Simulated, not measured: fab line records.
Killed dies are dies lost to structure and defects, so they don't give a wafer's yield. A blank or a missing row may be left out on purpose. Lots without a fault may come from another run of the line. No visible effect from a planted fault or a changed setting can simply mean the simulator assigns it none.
Matching of chambers :: flow sky130 :: 4 sister chambers for SKY_LI_CONTACT_CMP_24 on cmp-02
The step polishes, stops on PSG, t overpolish 20 s, target thk 0 nm. 8 wafers are shown with their chamber, then 9 later ones without.

## WAFERS, EACH WITH ITS CHAMBER
wafer: L381.3
chamber: 1
motor-current-A (A): 8.6
time-to-endpoint-s (s): 95

wafer: L381.5
chamber: 0
motor-current-A (A): 10.2
time-to-endpoint-s (s): 106

wafer: L380.1
chamber: 3
motor-current-A (A): 10.3
time-to-endpoint-s (s): 104

wafer: L380.6
chamber: 0
motor-current-A (A): 10.8
time-to-endpoint-s (s): 110

wafer: L383.1
chamber: 2
motor-current-A (A): 11.9
time-to-endpoint-s (s): 99

wafer: L383.5
chamber: 1
motor-current-A (A): 8.9
time-to-endpoint-s (s): 98

wafer: L383.6
chamber: 2
motor-current-A (A): 11.7
time-to-endpoint-s (s): 98

wafer: L382.3
chamber: 3
motor-current-A (A): 10.9
time-to-endpoint-s (s): 102

## WAFERS WITH NO CHAMBER GIVEN
wafer: L382.4
motor-current-A (A): 8.5
time-to-endpoint-s (s): 97

wafer: L382.5
motor-current-A (A): 10.9
time-to-endpoint-s (s): 106

wafer: L388.4
motor-current-A (A): 8.6
time-to-endpoint-s (s): 91

wafer: L388.6
motor-current-A (A): 11.8
time-to-endpoint-s (s): 87

wafer: L389.5
motor-current-A (A): 9.8
time-to-endpoint-s (s): 105

wafer: L389.6
motor-current-A (A): 8.7
time-to-endpoint-s (s): 93

wafer: L394.1
motor-current-A (A): 10.8
time-to-endpoint-s (s): 104

wafer: L394.4
motor-current-A (A): 10.1
time-to-endpoint-s (s): 103

wafer: L394.5
motor-current-A (A): 10.5
time-to-endpoint-s (s): 106

## EACH ONE'S CHAMBER
wafer: L382.4
from the rows above: 1
in truth: 1

wafer: L382.5
from the rows above: can't be placed: 0 or 3
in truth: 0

wafer: L388.4
from the rows above: 1
in truth: 1

wafer: L388.6
from the rows above: 2
in truth: 2

wafer: L389.5
from the rows above: can't be placed: 0 or 3
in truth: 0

wafer: L389.6
from the rows above: 1
in truth: 1

wafer: L394.1
from the rows above: can't be placed: 3 or 0
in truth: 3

wafer: L394.4
from the rows above: can't be placed: 3 or 0
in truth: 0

wafer: L394.5
from the rows above: can't be placed: 0 or 3
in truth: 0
Placed correctly: 4 of 9. Can't be placed from these rows: 5 (the true chamber is among the candidates in 5). Placed wrongly: 0.
How it was worked out, from the rows above alone: a wafer's distance from a chamber is the root of the sum, over the readings, of the square of ((its reading less the chamber's mean) divided by the reading's scatter). The wafer belongs to the nearest chamber; if the next one is less than 2 further off, it can't be placed. A chamber's mean is the mean of its shown wafers. The scatter: the root of (the sum of the squares of (reading less its chamber's mean) over the shown wafers, divided by (wafers less chambers)).
